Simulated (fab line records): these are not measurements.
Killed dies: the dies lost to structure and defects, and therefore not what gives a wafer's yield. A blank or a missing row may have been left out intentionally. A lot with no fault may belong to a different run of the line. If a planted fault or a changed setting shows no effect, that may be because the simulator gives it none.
A sampling plan put to the test || flow gf180mcu || one fab line, 15 faults that these records tell of, each judged on the records of the lots that it struck
The line's own looks make up the plan; these are the steps of the route where a gauge or inspection reads the wafer and leaves it unchanged. A look can be judged if struck wafers have a number there and the file gives its usual mean and standard deviation on fault-free wafers. Caught: a look later than the fault's first step finds the struck wafers' mean 4 or more of those standard deviations (sigma) from the usual mean. On the tool: the identical test, applied to the tool's own readings at the steps of the fault. Another recipe on the struck wafers, or a record that is blank for them alone, also counts as caught.

THE FAULTS, as the simulator had put them in
1. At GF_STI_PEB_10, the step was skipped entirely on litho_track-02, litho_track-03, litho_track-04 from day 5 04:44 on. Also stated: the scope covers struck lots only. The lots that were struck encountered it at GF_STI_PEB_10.
2. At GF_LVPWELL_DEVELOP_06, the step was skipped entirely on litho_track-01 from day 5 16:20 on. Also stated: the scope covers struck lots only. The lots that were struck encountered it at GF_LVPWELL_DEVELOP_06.
3. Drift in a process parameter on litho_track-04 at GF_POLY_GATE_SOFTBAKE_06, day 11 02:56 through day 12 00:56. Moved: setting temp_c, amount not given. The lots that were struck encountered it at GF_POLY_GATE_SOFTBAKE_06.
4. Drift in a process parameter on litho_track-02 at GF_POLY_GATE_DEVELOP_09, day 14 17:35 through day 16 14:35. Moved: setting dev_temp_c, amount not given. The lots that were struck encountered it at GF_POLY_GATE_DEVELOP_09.
5. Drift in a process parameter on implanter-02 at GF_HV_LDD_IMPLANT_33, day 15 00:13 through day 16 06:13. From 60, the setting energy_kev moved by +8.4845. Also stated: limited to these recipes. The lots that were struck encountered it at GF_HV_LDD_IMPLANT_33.
6. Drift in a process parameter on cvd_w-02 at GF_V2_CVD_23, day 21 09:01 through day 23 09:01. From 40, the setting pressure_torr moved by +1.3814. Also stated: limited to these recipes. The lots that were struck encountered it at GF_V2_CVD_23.
7. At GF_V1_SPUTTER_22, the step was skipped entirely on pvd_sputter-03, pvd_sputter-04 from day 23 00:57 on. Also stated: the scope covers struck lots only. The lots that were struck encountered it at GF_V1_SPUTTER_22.
8. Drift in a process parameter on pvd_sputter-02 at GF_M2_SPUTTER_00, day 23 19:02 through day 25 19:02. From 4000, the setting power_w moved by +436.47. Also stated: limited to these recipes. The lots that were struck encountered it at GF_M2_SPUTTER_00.
9. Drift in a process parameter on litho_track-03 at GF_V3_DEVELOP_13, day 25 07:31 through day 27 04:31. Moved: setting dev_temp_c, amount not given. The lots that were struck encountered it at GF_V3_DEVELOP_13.
10. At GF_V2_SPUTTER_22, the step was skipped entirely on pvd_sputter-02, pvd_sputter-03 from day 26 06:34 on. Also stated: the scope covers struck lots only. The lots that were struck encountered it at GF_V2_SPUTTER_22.
11. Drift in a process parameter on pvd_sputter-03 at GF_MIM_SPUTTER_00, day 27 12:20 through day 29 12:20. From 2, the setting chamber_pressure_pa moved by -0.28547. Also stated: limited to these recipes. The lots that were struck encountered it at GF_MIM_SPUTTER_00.
12. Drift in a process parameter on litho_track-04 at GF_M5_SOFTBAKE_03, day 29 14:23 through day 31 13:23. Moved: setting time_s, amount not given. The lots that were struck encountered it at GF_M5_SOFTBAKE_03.
13. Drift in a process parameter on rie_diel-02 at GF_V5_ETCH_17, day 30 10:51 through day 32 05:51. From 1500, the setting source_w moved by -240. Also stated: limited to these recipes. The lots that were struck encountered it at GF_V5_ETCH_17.
14. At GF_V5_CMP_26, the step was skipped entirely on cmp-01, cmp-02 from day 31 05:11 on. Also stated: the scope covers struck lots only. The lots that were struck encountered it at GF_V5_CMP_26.
15. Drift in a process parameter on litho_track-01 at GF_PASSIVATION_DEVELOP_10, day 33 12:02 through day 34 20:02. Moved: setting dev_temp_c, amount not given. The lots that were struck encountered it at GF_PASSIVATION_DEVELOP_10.

WHAT THE PLAN SAW
{"fault": 1, "on the tool itself": "the tool's record is blank for the struck wafers", "first look that catches it": "no look after it can be judged", "reading, sigma": "-", "median hours from its first step to that look": "-", "hours from the fault's start to the first struck lot there": "-", "judged looks passed uncaught": 0}
{"fault": 2, "on the tool itself": "the tool's record is blank for the struck wafers", "first look that catches it": "no look after it can be judged", "reading, sigma": "-", "median hours from its first step to that look": "-", "hours from the fault's start to the first struck lot there": "-", "judged looks passed uncaught": 0}
{"fault": 3, "on the tool itself": "heater_power_total_W -99 or beyond sigma", "first look that catches it": "GF_POLY_GATE_CD_MEAS_10", "reading, sigma": "cd_nm +12", "median hours from its first step to that look": 9.9, "hours from the fault's start to the first struck lot there": 12, "judged looks passed uncaught": 0}
{"fault": 4, "on the tool itself": "developer_temp_C -6.7 sigma", "first look that catches it": "no look after it can be judged", "reading, sigma": "-", "median hours from its first step to that look": "-", "hours from the fault's start to the first struck lot there": "-", "judged looks passed uncaught": 0}
{"fault": 5, "on the tool itself": "beam_energy_keV +99 or beyond sigma", "first look that catches it": "GF_HV_LDD_RS_MEAS_53", "reading, sigma": "HV_LDD_RS -11", "median hours from its first step to that look": 23.2, "hours from the fault's start to the first struck lot there": 35, "judged looks passed uncaught": 0}
{"fault": 6, "on the tool itself": "chamber_pressure_Torr +16 sigma", "first look that catches it": "no look after it can be judged", "reading, sigma": "-", "median hours from its first step to that look": "-", "hours from the fault's start to the first struck lot there": "-", "judged looks passed uncaught": 0}
{"fault": 7, "on the tool itself": "the tool's record is blank for the struck wafers", "first look that catches it": "no look after it can be judged", "reading, sigma": "-", "median hours from its first step to that look": "-", "hours from the fault's start to the first struck lot there": "-", "judged looks passed uncaught": 0}
{"fault": 8, "on the tool itself": "cathode_dc_power_W +99 or beyond sigma", "first look that catches it": "no look after it can be judged", "reading, sigma": "-", "median hours from its first step to that look": "-", "hours from the fault's start to the first struck lot there": "-", "judged looks passed uncaught": 0}
{"fault": 9, "on the tool itself": "developer_temp_C -8.9 sigma", "first look that catches it": "no look after it can be judged", "reading, sigma": "-", "median hours from its first step to that look": "-", "hours from the fault's start to the first struck lot there": "-", "judged looks passed uncaught": 0}
{"fault": 10, "on the tool itself": "the tool's record is blank for the struck wafers", "first look that catches it": "no look after it can be judged", "reading, sigma": "-", "median hours from its first step to that look": "-", "hours from the fault's start to the first struck lot there": "-", "judged looks passed uncaught": 0}
{"fault": 11, "on the tool itself": "chamber_pressure_pa -69 sigma", "first look that catches it": "no look after it can be judged", "reading, sigma": "-", "median hours from its first step to that look": "-", "hours from the fault's start to the first struck lot there": "-", "judged looks passed uncaught": 0}
{"fault": 12, "on the tool itself": "run_length_s +11 sigma", "first look that catches it": "no look after it can be judged", "reading, sigma": "-", "median hours from its first step to that look": "-", "hours from the fault's start to the first struck lot there": "-", "judged looks passed uncaught": 0}
{"fault": 13, "on the tool itself": "rf_fwd_power_W -51 sigma", "first look that catches it": "no look after it can be judged", "reading, sigma": "-", "median hours from its first step to that look": "-", "hours from the fault's start to the first struck lot there": "-", "judged looks passed uncaught": 0}
{"fault": 14, "on the tool itself": "the tool's record is blank for the struck wafers", "first look that catches it": "no look after it can be judged", "reading, sigma": "-", "median hours from its first step to that look": "-", "hours from the fault's start to the first struck lot there": "-", "judged looks passed uncaught": 0}
{"fault": 15, "on the tool itself": "developer_temp_C -20 sigma", "first look that catches it": "no look after it can be judged", "reading, sigma": "-", "median hours from its first step to that look": "-", "hours from the fault's start to the first struck lot there": "-", "judged looks passed uncaught": 0}
Dash: fault not caught, or number not given in these records.

Caught at a look: 2 of 15. Caught on the tool: 15 of 15. By one or the other: 15 of 15.
Caught on the tool alone: faults 1, 2, 4, 6, 7, 8, 9, 10, 11, 12, 13, 14, 15.

THINNER SAMPLING
If the look that catches a fault measured only every second or every third lot, by lot number, the first struck lot would be measured this late in the worst case:
{"fault": 3, "struck lots at that look, in order of time": "L317, L319", "every lot": "12 h", "every second lot": "may miss all 2", "every third lot": "may miss all 2"}
{"fault": 5, "struck lots at that look, in order of time": "L444, L446", "every lot": "35 h", "every second lot": "may miss all 2", "every third lot": "may miss all 2"}
Hours are from the fault's start to the first struck lot that is measured. The limit of 4 sigma was tested on all struck wafers together, so one lot alone may lie under it. Other struck lots may not be in these records.

THE LONGEST TIMED WAY FROM STEP TO LOOK
In fault 5, a median of 23.2 hours elapses between GF_HV_LDD_IMPLANT_33 and GF_HV_LDD_RS_MEAS_53. No look between them can be judged.
